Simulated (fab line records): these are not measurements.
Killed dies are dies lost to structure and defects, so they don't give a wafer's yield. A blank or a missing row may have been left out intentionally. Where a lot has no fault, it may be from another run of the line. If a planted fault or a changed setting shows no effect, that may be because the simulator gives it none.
Which tool was responsible? || flow sky130 || Sampling: 6 lots, 18 wafers, 3 of 708 route steps

== WHAT THE GAUGES SHOWED, per wafer ==
SKY_VIA3_OVL_MEAS_13.
{"lot": "L670", "measured": "day 40 03:29", "on": "overlay-02", "VIA3_OVL (nm)": "-3 -3 3"}
{"lot": "L672", "measured": "day 41 04:38", "on": "overlay-01", "VIA3_OVL (nm)": "-6 -3 0"}
{"lot": "L674", "measured": "day 41 10:23", "on": "overlay-02", "VIA3_OVL (nm)": "-2 5 -7"}
{"lot": "L677", "measured": "day 42 16:20", "on": "overlay-01", "VIA3_OVL (nm)": "-6 -4 -4"}
{"lot": "L684", "measured": "day 44 06:56", "on": "overlay-01", "VIA3_OVL (nm)": "6 -1 9"}
{"lot": "L690", "measured": "day 46 09:22", "on": "overlay-01", "VIA3_OVL (nm)": "-2 -1 -4"}

== WHICH TOOL RAN EACH LOT (tool, then ch and the chambers of the sampled wafers, then the start) ==
{"lot": "L670", "SKY_METAL3_ETCH_16": "rie metal-02 ch 0,1, day 39 00:08", "SKY_METAL3_STRIP_19": "plasma asher-02 ch 0,1, day 39 00:27"}
{"lot": "L672", "SKY_METAL3_ETCH_16": "rie metal-03 ch 0,1, day 40 02:39", "SKY_METAL3_STRIP_19": "plasma asher-03 ch 0,1, day 40 03:00"}
{"lot": "L674", "SKY_METAL3_ETCH_16": "rie metal-03 ch 0,1, day 40 08:26", "SKY_METAL3_STRIP_19": "plasma asher-04 ch 0,1, day 40 08:43"}
{"lot": "L677", "SKY_METAL3_ETCH_16": "rie metal-02 ch 0, day 41 15:25", "SKY_METAL3_STRIP_19": "plasma asher-04 ch 0,1, day 41 15:43"}
{"lot": "L684", "SKY_METAL3_ETCH_16": "rie metal-02 ch 0,1, day 43 07:22", "SKY_METAL3_STRIP_19": "plasma asher-02 ch 0,1, day 43 07:43"}
{"lot": "L690", "SKY_METAL3_ETCH_16": "rie metal-01 ch 0,1, day 45 10:39", "SKY_METAL3_STRIP_19": "plasma asher-02 ch 0,1, day 45 10:57"}
- SKY_METAL3_ETCH_16: etches BARC in N2/H2, stops on SiO2, time 88.2 s, target depth 60 nm.
- SKY_METAL3_STRIP_19: strips in O2/N2.

== THE ANSWER, worked out from the rows above alone ==
Rule: the usual values come from the lots themselves. Put in order of their means at a reading, lots are off if they are a third of the lots or fewer, leave a main group of 4 or more, and stand apart from it by a gap of 3 or more times the standard deviation of the main group's means; of several such gaps the widest counts. A main group whose means are all the same, to the digits that the tables above print for the reading, isn't used. Also off: a lot with no number at a reading for which 4 or more lots have one. The other lots that the step has rows for count as sound.
Off: L684, seen at SKY_VIA3_OVL_MEAS_13 (VIA3_OVL). For the main group the mean is -2 nm and the standard deviation 1.3.
If a tool, at a process step before that reading, ran all the lots that are off and no sound lot after the first of them, it fits. The gauges at SKY_VIA3_OVL_MEAS_13 are tried like those tools. One fits: rie metal-02 at SKY_METAL3_ETCH_16. A fault onset in the window from L677 (day 41 15:25, its last sound lot) to L684 (day 43 07:22, its first lot off) fits.

== WHAT THE SIMULATOR PUT IN ==
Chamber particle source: rie metal-02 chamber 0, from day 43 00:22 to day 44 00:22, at SKY_METAL3_ETCH_16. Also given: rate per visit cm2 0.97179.
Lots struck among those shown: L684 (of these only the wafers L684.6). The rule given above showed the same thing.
